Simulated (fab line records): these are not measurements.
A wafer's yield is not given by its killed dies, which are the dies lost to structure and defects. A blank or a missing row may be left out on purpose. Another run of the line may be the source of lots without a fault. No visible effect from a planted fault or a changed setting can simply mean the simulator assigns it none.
What tool caused it? ; flow sky130 ; Sampling: 12 lots, 36 wafers, 5 of 708 route steps

== WHAT THE GAUGES SHOWED, per wafer ==
SKY_LDD_N_OVL_MEAS_07. Usual: for LDD_N_OVL the level is -0.1 nm and the standard deviation is 1.5.
lot;measured;on;LDD_N_OVL (nm);flag
L354;day 17 02:19;overlay-02;-1.4 -1.2 0.8;
L356;day 18 05:40;overlay-02;0.8 0.6 3.2;
L358;day 19 06:07;overlay-01;2.0 0.0 -0.5;
L359;day 19 08:16;overlay-02;1.2 -0.4 -0.5;
L361;day 20 04:55;overlay-01;0.7 -0.1 1.6;
L362;day 20 13:40;overlay-02;-2.5 0.2 -1.0;
L364;day 21 08:43;overlay-01;-2.2 -0.7 -1.1;
L365;day 21 19:40;overlay-01;-0.7 0.3 0.1;
L368;day 23 00:40;overlay-01;1.5 2.0 0.4;
L369;day 23 09:52;overlay-01;-1.7 0.4 -2.5;
L371;day 23 20:46;overlay-01;1.9 2.8 1.0;
L373;day 24 14:31;overlay-01;1.4 -1.8 0.7;

SKY_LDD_LDN_OVL_MEAS_07. Usual: for LDD_LDN_OVL the level is -0.1 nm and the standard deviation is 1.
lot;measured;on;LDD_LDN_OVL (nm);flag
L354;day 22 06:01;overlay-01;1.3 0.2 1.6;
L356;day 23 07:13;overlay-01;1.0 -0.3 -0.8;
L358;day 24 08:25;overlay-02;1.4 -0.5 0.4;
L359;day 24 09:52;overlay-01;-1.0 0.3 -0.1;
L361;day 25 05:01;overlay-01;0.1 3.0 1.9;
L362;day 25 15:04;overlay-02;-0.4 0.5 0.5;
L364;day 26 09:10;overlay-01;0.7 -0.7 -0.6;
L365;day 26 18:28;overlay-01;1.7 2.5 0.7;
L368;day 27 23:16;overlay-02;-2.1 -1.0 -0.1;
L369;day 28 07:16;overlay-02;-1.8 -0.3 0.0;
L371;day 28 17:46;overlay-02;-0.7 0.1 -0.6;
L373;day 29 10:49;overlay-02;0.1 -1.3 -1.1;

SKY_RES_XHIGH_TW_MEAS_09. Usual: for RES_XHIGH_TW the level is 1643 and the standard deviation is 12.
lot;measured;on;RES_XHIGH_TW;flag
L354;day 26 00:55;filmMetro-02;1652 1674 1661;
L356;day 27 01:59;filmMetro-03;1637 1632 1633;
L358;day 28 01:13;filmMetro-03;1626 1630 1633;
L359;day 28 04:16;filmMetro-02;1638 1642 1640;
L361;day 28 22:01;filmMetro-02;1647 1640 1641;
L362;day 29 07:16;filmMetro-04;1648 1652 1644;
L364;day 30 01:10;filmMetro-02;1651 1659 1653;
L365;day 30 10:49;filmMetro-04;1652 1637 1645;
L368;day 31 15:07;filmMetro-02;1654 1649 1653;
L369;day 31 22:40;filmMetro-03;1612 1610 1625;
L371;day 32 08:58;filmMetro-03;30 30 30;OFF
L373;day 33 01:34;filmMetro-02;1646 1652 1648;

== WHAT TOOL EACH LOT RAN ON (gives the tool, then ch and the chambers of the sampled wafers, and finally the start) ==
lot;SKY_RES_XHIGH_EXPOSE_04;SKY_RES_XHIGH_STRIP_08
L354;ilineStepper-02 ch 0, day 25 10:01;plasmaAsher-02 ch 0,1, day 26 00:49
L356;ilineStepper-02 ch 0, day 26 11:36;plasmaAsher-02 ch 0,1, day 27 01:54
L358;ilineStepper-02 ch 0, day 27 10:43;plasmaAsher-02 ch 1, day 28 01:07
L359;ilineStepper-01 ch 0, day 27 13:59;plasmaAsher-03 ch 0,1, day 28 04:10
L361;ilineStepper-01 ch 0, day 28 08:20;plasmaAsher-04 ch 0,1, day 28 21:55
L362;ilineStepper-02 ch 0, day 28 17:12;plasmaAsher-04 ch 0, day 29 07:10
L364;ilineStepper-01 ch 0, day 29 10:40;plasmaAsher-03 ch 0,1, day 30 01:04
L365;ilineStepper-01 ch 0, day 29 20:34;plasmaAsher-03 ch 0,1, day 30 10:43
L368;ilineStepper-02 ch 0, day 31 01:04;plasmaAsher-04 ch 0,1, day 31 15:01
L369;ilineStepper-02 ch 0, day 31 08:59;plasmaAsher-02 ch 0,1, day 31 22:34
L371;ilineStepper-01 ch 0, day 31 19:04;plasmaAsher-03 ch 0,1, day 32 08:52
L373;ilineStepper-01 ch 0, day 32 11:37;plasmaAsher-02 ch 0,1, day 33 01:28
- SKY_RES_XHIGH_EXPOSE_04: exposes mask URPM, target cd 1270 nm.
- SKY_RES_XHIGH_STRIP_08: strips in O2/N2.

== WHAT THE TOOLS THEMSELVES READ (means of the sampled wafers that have a number; where no wafer has one, the mark that the record gives instead) ==
SKY_RES_XHIGH_EXPOSE_04. Usual: stageVelMmS 500.04 mm/s, standard deviation 0.25.
lot;tool;stageVelMmS (mm/s);flag
L354;ilineStepper-02;500.03;
L356;ilineStepper-02;499.86;
L358;ilineStepper-02;500.04;
L359;ilineStepper-01;499.95;
L361;ilineStepper-01;500.04;
L362;ilineStepper-02;499.99;
L364;ilineStepper-01;499.88;
L365;ilineStepper-01;499.79;
L368;ilineStepper-02;499.98;
L369;ilineStepper-02;500.17;
L371;ilineStepper-01;500.28;
L373;ilineStepper-01;500.18;

SKY_RES_XHIGH_STRIP_08. Usual: drypumpMotorCurrentA 5.8 A, standard deviation 0.44; n2FlowSccm 299.9 sccm, standard deviation 0.87; oesProductAu 0.711 a.u., standard deviation 0.0042; stripTimeToEndpointS 14.29 s, standard deviation 0.046.
lot;tool;drypumpMotorCurrentA (A);n2FlowSccm (sccm);oesProductAu (a.u.);stripTimeToEndpointS (s);flag
L354;plasmaAsher-02;5.6;299.9;0.709;14.28;
L356;plasmaAsher-02;5.4;299.6;0.707;14.23;
L358;plasmaAsher-02;5.1;300.2;0.713;14.26;
L359;plasmaAsher-03;6.2;299.8;0.710;14.30;
L361;plasmaAsher-04;5.9;299.6;0.708;14.23;
L362;plasmaAsher-04;5.8;300.7;0.708;14.29;
L364;plasmaAsher-03;6.2;300.6;0.710;14.31;
L365;plasmaAsher-03;6.2;299.2;0.710;14.30;
L368;plasmaAsher-04;6.2;299.9;0.709;14.25;
L369;plasmaAsher-02;5.4;299.0;0.712;14.32;
L371;plasmaAsher-03;6.2;299.7;0.712;14.30;
L373;plasmaAsher-02;5.6;300.0;0.710;14.30;

== THE ANSWER, worked out from the rows above alone ==
Rule: lot off if the mean of its wafers having a number is beyond 3 standard deviations from the usual mean. A lot without any number at a reading at which 4 lots or more have one is off too. All remaining lots with rows at the step are treated as sound. After the gauges, taken in route order, come the tools' own readings; for these a lot's mean is taken, as printed above. At the first step where some lot is off, the reading lying furthest off is the one used; lots without a number count as furthest.
Off: L371, at SKY_RES_XHIGH_TW_MEAS_09 (RES_XHIGH_TW).
A tool fits if, at a process step before that reading, it ran every lot that is off, and no sound lot after the first of them. The gauges at SKY_RES_XHIGH_TW_MEAS_09 are tried like those tools. 2 tools fit, plasmaAsher-03 at SKY_RES_XHIGH_STRIP_08 and filmMetro-03 at SKY_RES_XHIGH_TW_MEAS_09, so this cannot tell which one it is.

== WHAT THE SIMULATOR PUT IN ==
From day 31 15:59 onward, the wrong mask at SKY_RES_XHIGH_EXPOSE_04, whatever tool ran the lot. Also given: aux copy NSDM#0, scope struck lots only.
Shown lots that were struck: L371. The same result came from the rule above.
